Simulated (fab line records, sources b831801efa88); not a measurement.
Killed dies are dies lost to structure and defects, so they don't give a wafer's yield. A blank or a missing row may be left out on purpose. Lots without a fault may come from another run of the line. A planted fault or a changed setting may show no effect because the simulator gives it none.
Which tool did it? | flow gf180mcu | 6 lots, 18 wafers sampled, at 2 steps of a route of 602

WHAT THE GAUGES READ, wafer by wafer
GF_VT_IMPLANT_TW_MEAS_21.
lot  | measured     | on            | VT_IMPLANT_2_TW
L650 | day 6 12:07  | film_metro-04 | 1212 1210 1213
L652 | day 7 01:14  | film_metro-02 | 1186 1196 1189
L654 | day 7 13:53  | film_metro-02 | 1187 1186 1188
L656 | day 8 03:14  | film_metro-03 | 1233 1223 1233
L661 | day 9 09:35  | film_metro-03 | 1223 1223 1235
L663 | day 10 04:14 | film_metro-03 | 703 712 707 707 707 708

WHICH TOOL RAN EACH LOT (tool, then ch and the chambers of the sampled wafers, then the start)
lot  | GF_VT_IMPLANT_IMPLANT_19
L650 | implanter-01 ch 0, day 6 11:52
L652 | implanter-01 ch 0, day 7 00:59
L654 | implanter-01 ch 0, day 7 13:38
L656 | implanter-03 ch 0, day 8 03:00
L661 | implanter-04 ch 0, day 9 09:22
L663 | implanter-04 ch 0, day 10 03:59
- GF_VT_IMPLANT_IMPLANT_19

THE ANSWER, worked out from the rows above alone
Rule: what is usual is taken from the lots themselves. Put in order of their means at a reading, lots are off if they are a third of the lots or fewer, leave a main group of 4 or more, and stand apart from it by a gap of 3 or more times the standard deviation of the main group's means; of several such gaps the widest counts. A main group whose means are all the same, to the digits that the tables above print for the reading, isn't used. A lot without any number at a reading at which 4 lots or more have one is off too. The other lots that the step has rows for count as sound.
Off: L663, at GF_VT_IMPLANT_TW_MEAS_21 (VT_IMPLANT_2_TW). The main group: mean 1209, standard deviation 18.
A tool fits if, at a process step before that reading, it ran every lot that is off, and no sound lot after the first of them. The gauges at GF_VT_IMPLANT_TW_MEAS_21 are tried like those tools. Can't be told from this: 2 tools fit, implanter-04 at GF_VT_IMPLANT_IMPLANT_19, film_metro-03 at GF_VT_IMPLANT_TW_MEAS_21.

WHAT THE SIMULATOR HAD PUT IN
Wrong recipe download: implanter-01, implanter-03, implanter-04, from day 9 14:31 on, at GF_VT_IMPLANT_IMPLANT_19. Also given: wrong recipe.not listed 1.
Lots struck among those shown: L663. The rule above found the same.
